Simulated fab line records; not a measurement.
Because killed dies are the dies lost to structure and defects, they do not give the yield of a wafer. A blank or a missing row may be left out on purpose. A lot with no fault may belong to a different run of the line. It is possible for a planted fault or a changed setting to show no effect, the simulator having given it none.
Which tool was responsible? | flow gf180mcu | Sampling: 24 lots, 72 wafers, 6 of 602 route steps

## WHAT THE GAUGES SHOWED, per wafer
GF_HV_LDD_THK_MEAS_57. Usual: HV_LDD_CVD_56_THK gives 89.9 nm (standard deviation 0.71).
lot  | measured     | on            | HV_LDD_CVD_56_THK (nm) | flag
L074 | day 12 10:21 | film metro-02 | 89.7 88.5 89.1         |
L075 | day 12 21:52 | film metro-03 | 91.2 90.5 91.1         |
L076 | day 13 04:04 | film metro-01 | 90.4 89.7 90.5         |
L077 | day 13 10:25 | film metro-03 | 89.8 89.8 89.9         |
L078 | day 13 18:04 | film metro-01 | 90.6 90.8 90.2         |
L079 | day 14 06:45 | film metro-01 | 89.9 89.8 90.3         |
L080 | day 14 10:58 | film metro-01 | 90.2 89.4 90.1         |
L081 | day 14 22:17 | film metro-02 | 90.5 89.5 90.1         |
L082 | day 15 05:08 | film metro-01 | 89.2 89.6 89.5         |
L083 | day 15 16:01 | film metro-02 | 90.1 89.9 90.3         |
L084 | day 15 22:11 | film metro-01 | 89.0 89.3 89.2         |
L085 | day 16 06:59 | film metro-03 | 89.2 89.0 89.0         |
L086 | day 16 11:50 | film metro-03 | 91.0 90.1 90.9         |
L087 | day 16 22:49 | film metro-02 | 89.7 89.4 89.8         |
L088 | day 17 02:05 | film metro-03 | 89.2 88.9 88.8         |
L089 | day 17 15:43 | film metro-01 | 91.4 91.4 91.4         |
L090 | day 17 18:28 | film metro-01 | 89.2 90.2 89.7         |
L091 | day 18 05:42 | film metro-03 | 90.3 90.6 90.8         |
L092 | day 18 14:36 | film metro-01 | 89.9 90.6 90.2         |
L093 | day 18 23:11 | film metro-02 | 88.8 89.0 89.1         |
L094 | day 19 03:58 | film metro-02 | 90.5 90.0 91.1         |
L095 | day 19 16:43 | film metro-01 | 89.2 89.4 89.3         |
L096 | day 20 00:42 | film metro-02 | 89.5 89.3 88.8         |
L097 | day 20 11:18 | film metro-01 | 90.0 89.8 90.2         |

GF_CONTACT_RS_MEAS_25: uses a four-point probe to measure. Usual: CONTACT_W_RS gives 0.380 ohm/sq (standard deviation 0.0037).
lot  | measured     | on            | CONTACT_W_RS (ohm/sq) | flag
L074 | day 15 23:26 | film metro-03 | 0.384 0.380 0.377     |
L075 | day 16 11:58 | film metro-02 | 0.379 0.377 0.377     |
L076 | day 16 21:31 | film metro-03 | 0.381 0.373 0.378     |
L077 | day 17 04:35 | film metro-01 | 0.372 0.379 0.374     |
L078 | day 17 13:13 | film metro-03 | 0.373 0.379 0.383     |
L079 | day 18 03:04 | film metro-03 | 0.374 0.375 0.378     |
L080 | day 18 06:28 | film metro-03 | 0.380 0.382 0.377     |
L081 | day 18 21:40 | film metro-01 | 0.380 0.386 0.379     |
L082 | day 19 05:10 | film metro-03 | 0.380 0.378 0.381     |
L083 | day 19 17:19 | film metro-02 | 0.379 0.382 0.385     |
L084 | day 19 22:56 | film metro-02 | 0.380 0.378 0.376     |
L085 | day 20 07:14 | film metro-03 | 0.384 0.383 0.382     |
L086 | day 20 13:26 | film metro-03 | 0.383 0.384 0.383     |
L087 | day 21 01:15 | film metro-03 | 0.383 0.385 0.381     |
L088 | day 21 04:41 | film metro-02 | 0.377 0.382 0.374     |
L089 | day 21 19:16 | film metro-02 | 0.383 0.382 0.384     |
L090 | day 21 21:19 | film metro-02 | 0.378 0.378 0.377     |
L091 | day 22 08:01 | film metro-03 | 0.378 0.378 0.381     |
L092 | day 22 17:46 | film metro-02 | 0.382 0.377 0.381     |
L093 | day 23 00:45 | film metro-02 | 0.379 0.381 0.380     |
L094 | day 23 05:25 | film metro-02 | 0.385 0.382 0.375     |
L095 | day 23 18:30 | film metro-03 | 0.384 0.386 0.385     |
L096 | day 24 01:36 | film metro-03 | 0.377 0.379 0.377     |
L097 | day 24 10:34 | film metro-03 | 0.389 0.391 0.386     |

GF_PASSIVATION_THK_MEAS_03. Usual: PASSIVATION_CVD_02_THK gives 698 nm (standard deviation 8.9).
lot  | measured     | on            | PASSIVATION_CVD_02_THK (nm) | flag
L074 | day 27 23:29 | film metro-03 | 701 705 705                 |
L075 | day 28 11:19 | film metro-01 | 697 696 705                 |
L076 | day 28 19:52 | film metro-01 | 677 685 683                 |
L077 | day 29 01:14 | film metro-02 | 687 684 699                 |
L078 | day 29 07:22 | film metro-01 | 698 701 705                 |
L079 | day 29 18:01 | film metro-02 | 692 698 690                 |
L080 | day 29 21:41 | film metro-02 | 685 694 704                 |
L081 | day 30 07:25 | film metro-01 | 696 696 701                 |
L082 | day 30 16:23 | film metro-01 | 698 716 710                 |
L083 | day 31 02:03 | film metro-01 | 703 696 713                 |
L084 | day 31 04:29 | film metro-02 | 698 694 710                 |
L085 | day 31 11:03 | film metro-03 | 699 699 706                 |
L086 | day 31 16:14 | film metro-03 | 686 699 700                 |
L087 | day 32 01:16 | film metro-01 | 691 696 705                 |
L088 | day 32 03:26 | film metro-02 | 692 703 707                 |
L089 | day 32 13:17 | film metro-03 | 702 716 707                 |
L090 | day 32 15:29 | film metro-01 | 677 685 697                 |
L091 | day 32 20:34 | film metro-03 | 701 713 711                 |
L092 | day 33 05:56 | film metro-03 | 694 690 702                 |
L093 | day 33 11:14 | film metro-02 | 684 699 701                 |
L094 | day 33 14:23 | film metro-03 | 686 697 700                 |
L095 | day 33 21:36 | film metro-02 | 708 691 709                 |
L096 | day 34 02:07 | film metro-03 | 697 691 703                 |
L097 | day 34 09:38 | film metro-02 | 696 691 706                 |

## EACH LOT AND THE TOOL THAT RAN IT (in order: tool; ch and the chambers of the sampled wafers; start)
lot  | GF_V2_ETCH_16                      | GF_V3_SPUTTER_22             | GF_V5_CVD_02
L074 | rie diel-03 ch 0,1,3, day 20 02:51 | pvd sputter-01, day 22 06:44 | pecvd-01 ch 1,2, day 26 03:49
L075 | rie diel-03 ch 0,2,3, day 20 16:27 | pvd sputter-01, day 22 19:55 | pecvd-02 ch 0,1,2, day 26 16:13
L076 | rie diel-01 ch 1,2, day 21 02:08   | pvd sputter-01, day 23 04:46 | pecvd-02 ch 1,2, day 26 23:52
L077 | rie diel-04 ch 0,1, day 21 09:06   | pvd sputter-02, day 23 11:33 | pecvd-02 ch 0,1, day 27 06:08
L078 | rie diel-03 ch 0,1,2, day 21 18:41 | pvd sputter-04, day 23 20:25 | pecvd-04 ch 0,1, day 27 12:46
L079 | rie diel-03 ch 0,1,3, day 22 08:06 | pvd sputter-01, day 24 08:46 | pecvd-04 ch 0,1, day 28 00:46
L080 | rie diel-01 ch 0,1,2, day 22 11:18 | pvd sputter-04, day 24 12:11 | pecvd-04 ch 0,1, day 28 03:38
L081 | rie diel-04 ch 2,3, day 23 00:24   | pvd sputter-02, day 25 00:10 | pecvd-01 ch 0,1, day 28 14:40
L082 | rie diel-04 ch 0,2,3, day 23 09:20 | pvd sputter-01, day 25 08:34 | pecvd-02 ch 0,2, day 28 21:37
L083 | rie diel-03 ch 0,1, day 23 20:30   | pvd sputter-01, day 25 20:12 | pecvd-02 ch 0,1,2, day 29 09:34
L084 | rie diel-03 ch 1,2,3, day 24 01:45 | pvd sputter-04, day 26 00:50 | pecvd-01 ch 0,2, day 29 12:55
L085 | rie diel-01 ch 0,1,2, day 24 09:28 | pvd sputter-04, day 26 08:10 | pecvd-04 ch 0,1,2, day 29 19:38
L086 | rie diel-04 ch 0,3, day 24 15:29   | pvd sputter-02, day 26 13:55 | pecvd-01 ch 0,1,2, day 30 01:07
L087 | rie diel-03 ch 2,3, day 25 01:47   | pvd sputter-01, day 26 22:55 | pecvd-04 ch 0,1,2, day 30 10:58
L088 | rie diel-04 ch 0,2, day 25 04:48   | pvd sputter-02, day 27 02:16 | pecvd-04 ch 0,2, day 30 12:31
L089 | rie diel-04 ch 0,1,2, day 25 17:24 | pvd sputter-01, day 27 14:37 | pecvd-04 ch 0,1,2, day 30 23:10
L090 | rie diel-03 ch 1,2,3, day 25 21:15 | pvd sputter-04, day 27 17:45 | pecvd-04 ch 1,2, day 31 02:41
L091 | rie diel-03 ch 0,1,2, day 26 05:03 | pvd sputter-02, day 28 00:46 | pecvd-01 ch 0,2, day 31 07:40
L092 | rie diel-04 ch 2,3, day 26 15:00   | pvd sputter-01, day 28 10:43 | pecvd-02 ch 0,1, day 31 18:07
L093 | rie diel-03 ch 0,2, day 26 20:02   | pvd sputter-02, day 28 16:10 | pecvd-04 ch 0,1,2, day 31 22:28
L094 | rie diel-04 ch 0,2, day 26 23:59   | pvd sputter-04, day 28 19:37 | pecvd-04 ch 1,2, day 32 02:46
L095 | rie diel-04 ch 0,2, day 27 11:38   | pvd sputter-02, day 29 06:16 | pecvd-01 ch 0,1, day 32 10:22
L096 | rie diel-03 ch 0,3, day 27 17:53   | pvd sputter-04, day 29 12:35 | pecvd-02 ch 0,1, day 32 15:31
L097 | rie diel-01 ch 0,2,3, day 28 01:29 | pvd sputter-02, day 29 19:40 | pecvd-04 ch 0,2, day 32 22:49
- GF_V2_ETCH_16: etches BARC in N2/H2.
- GF_V3_SPUTTER_22: material TiN, target thk 10 nm, time 40 s.
- GF_V5_CVD_02: deposits SiO2 from TEOS, target thk 1450 nm, time 163.28 s.

## AS READ BY THE TOOLS THEMSELVES (means over the sampled wafers that have a number; for cases with no such wafer, the mark the record gives instead)
GF_V2_ETCH_16. Usual: drypump motor current A 5.6 A, standard deviation 0.31; oes product au 0.854 a.u., standard deviation 0.0048; throttle valve pct 13.224 %, standard deviation 0.0086.
lot  | tool        | drypump motor current A (A) | oes product au (a.u.) | throttle valve pct (%) | flag
L074 | rie diel-03 | 5.7                         | 0.854                 | 13.226                 |
L075 | rie diel-03 | 5.7                         | 0.858                 | 13.226                 |
L076 | rie diel-01 | 5.9                         | 0.851                 | 13.226                 |
L077 | rie diel-04 | 5.7                         | 0.856                 | 13.217                 |
L078 | rie diel-03 | 5.5                         | 0.856                 | 13.216                 |
L079 | rie diel-03 | 5.7                         | 0.859                 | 13.235                 |
L080 | rie diel-01 | 5.8                         | 0.858                 | 13.229                 |
L081 | rie diel-04 | 5.6                         | 0.857                 | 13.232                 |
L082 | rie diel-04 | 5.6                         | 0.855                 | 13.221                 |
L083 | rie diel-03 | 5.5                         | 0.850                 | 13.225                 |
L084 | rie diel-03 | 5.6                         | 0.858                 | 13.227                 |
L085 | rie diel-01 | 5.8                         | 0.853                 | 13.221                 |
L086 | rie diel-04 | 5.7                         | 0.859                 | 13.232                 |
L087 | rie diel-03 | 5.6                         | 0.856                 | 13.224                 |
L088 | rie diel-04 | 5.4                         | 0.852                 | 13.225                 |
L089 | rie diel-04 | 5.5                         | 0.856                 | 13.229                 |
L090 | rie diel-03 | 5.6                         | 0.852                 | 13.233                 |
L091 | rie diel-03 | 5.5                         | 0.860                 | 13.237                 |
L092 | rie diel-04 | 5.8                         | 0.852                 | 13.223                 |
L093 | rie diel-03 | 5.6                         | 0.859                 | 13.221                 |
L094 | rie diel-04 | 5.4                         | 0.858                 | 13.227                 |
L095 | rie diel-04 | 5.4                         | 0.853                 | 13.219                 |
L096 | rie diel-03 | 5.8                         | 0.854                 | 13.227                 |
L097 | rie diel-01 | 5.7                         | 0.854                 | 13.211                 |

GF_V3_SPUTTER_22. Usual: throttle valve pct at 30.1 %, with a standard deviation of 0.56.
lot  | tool           | throttle valve pct (%) | flag
L074 | pvd sputter-01 | 29.8                   |
L075 | pvd sputter-01 | 30.1                   |
L076 | pvd sputter-01 | 30.1                   |
L077 | pvd sputter-02 | 30.7                   |
L078 | pvd sputter-04 | 29.5                   |
L079 | pvd sputter-01 | 30.1                   |
L080 | pvd sputter-04 | 29.9                   |
L081 | pvd sputter-02 | 30.8                   |
L082 | pvd sputter-01 | 30.1                   |
L083 | pvd sputter-01 | 30.1                   |
L084 | pvd sputter-04 | 30.5                   |
L085 | pvd sputter-04 | 29.7                   |
L086 | pvd sputter-02 | 30.2                   |
L087 | pvd sputter-01 | 29.6                   |
L088 | pvd sputter-02 | 30.7                   |
L089 | pvd sputter-01 | 29.9                   |
L090 | pvd sputter-04 | 29.5                   |
L091 | pvd sputter-02 | 30.3                   |
L092 | pvd sputter-01 | 29.8                   |
L093 | pvd sputter-02 | 30.5                   |
L094 | pvd sputter-04 | 30.3                   |
L095 | pvd sputter-02 | 30.3                   |
L096 | pvd sputter-04 | 29.3                   |
L097 | pvd sputter-02 | 30.6                   |

GF_V5_CVD_02. Usual: heater power w at 624 W, with a standard deviation of 100.
lot  | tool     | heater power w (W) | flag
L074 | pecvd-01 | 655                |
L075 | pecvd-02 | 643                |
L076 | pecvd-02 | 744                |
L077 | pecvd-02 | 629                |
L078 | pecvd-04 | 668                |
L079 | pecvd-04 | 641                |
L080 | pecvd-04 | 676                |
L081 | pecvd-01 | 605                |
L082 | pecvd-02 | 601                |
L083 | pecvd-02 | 662                |
L084 | pecvd-01 | 647                |
L085 | pecvd-04 | 563                |
L086 | pecvd-01 | 637                |
L087 | pecvd-04 | 598                |
L088 | pecvd-04 | 549                |
L089 | pecvd-04 | 626                |
L090 | pecvd-04 | 547                |
L091 | pecvd-01 | 584                |
L092 | pecvd-02 | 773                |
L093 | pecvd-04 | 578                |
L094 | pecvd-04 | 528                |
L095 | pecvd-01 | 617                |
L096 | pecvd-02 | 649                |
L097 | pecvd-04 | 583                |

## THE ANSWER, worked out from the rows above alone
Rule: a lot is off if the mean of its wafers that have a number lies more than 3 standard deviations from the usual mean. A lot without any number at a reading at which 4 lots or more have one is off too. The other lots that the step has rows for count as sound. The gauges are gone through in route order, then the tools' own readings, and for those a lot's mean is taken as printed above. The first step at which some lot is off is used, and at that step the reading that is off furthest; a lot without a number counts as furthest.
None of the lots is off at any reading shown; this tells nothing.

## WHAT THE SIMULATOR PUT IN
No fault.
